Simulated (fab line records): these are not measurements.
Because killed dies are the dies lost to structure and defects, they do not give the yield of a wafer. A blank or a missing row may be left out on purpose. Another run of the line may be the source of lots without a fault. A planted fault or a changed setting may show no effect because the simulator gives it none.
2 desks looking at one fault | flow gf180mcu | each desk has only its own numbers; what lay behind them comes last

== FROM THE METROLOGY DESK ==
Means of the sampled wafers that have a number, per lot and without regard to the tool the lot ran on: this is what the gauges read. Marked OUT: a lot whose mean sits more than 4 standard deviations from the usual mean, which makes it out of limits; the brackets give that distance.
Columns: A = V2_BOW at GF_V2_BOW_MEAS_05, usual 102 um; B = cd nm at GF_V2_CD_MEAS_14, usual 260.3 nm; C = V2_OVL at GF_V2_OVL_MEAS_15, usual -8 nm
lot  | first seen here | A   | B     | C
L132 | day 19 13:35    | 89  | 262.2 | -4
L142 | day 23 15:59    | 91  | 259.0 | -16
L144 | day 24 03:54    | 102 | 258.0 | -1
L145 | day 24 13:37    | 111 | 259.8 | -9
L146 | day 24 17:25    | 103 | 261.1 | -7
L147 | day 25 02:31    | 96  | 258.7 | -10
L153 | day 26 22:58    | 107 | 260.4 | -4
This desk's verdict: no lot among the 7 shows anything out of limits.

== FOR THE TOOL OWNER'S DESK: rie diel-01 ==
The tool's own readings at GF_V2_ETCH_16 (etches BARC in N2/H2): means of the sampled wafers that have a number, for each lot that ran on this tool. Marked OUT: a lot whose mean sits more than 4 standard deviations from the usual mean, which makes it out of limits; the brackets give that distance.
Columns: A = drypump motor current A at GF_V2_ETCH_16, usual 5.6 A; B = oes product au at GF_V2_ETCH_16, usual 0.855 a.u.; C = rf fwd power W at GF_V2_ETCH_16, usual 495.0 W; D = throttle valve pct at GF_V2_ETCH_16, usual 13.225 %
lot  | first seen here | A   | B               | C                       | D
L142 | day 24 14:35    | 5.3 | 0.858           | 495.2                   | 13.228
L145 | day 25 11:49    | 5.5 | 0.785 (-14) OUT | 296.7 (-99 or more) OUT | 13.220
L146 | day 25 15:54    | 5.5 | 0.781 (-15) OUT | 293.9 (-99 or more) OUT | 13.221
L147 | day 25 23:58    | 5.5 | 0.784 (-14) OUT | 295.5 (-99 or more) OUT | 13.219
This desk's finding: out of limits on L145, L146, L147; first on L145, day 25 11:49 (oes product au at GF_V2_ETCH_16). L142: within limits.

== ALL TOGETHER ==
An alarm could have come from the tool owner's desk at day 25 11:49, on L145, L146, L147.
Metrology desk: nothing out of limits seen.
The metrology desk has L145, L146, L147 on record, within its limits.
GF_V2_ETCH_16 was run on rie diel-01 by each of the lots named.

== WHAT THE SIMULATOR PUT IN ==
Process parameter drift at GF_V2_ETCH_16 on rie diel-01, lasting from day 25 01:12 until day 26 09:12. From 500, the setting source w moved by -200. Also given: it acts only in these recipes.
Lots struck among those shown: L145, L146, L147.
Hours from the fault's start to each desk's first reading out of limits: the tool owner's desk, 11.
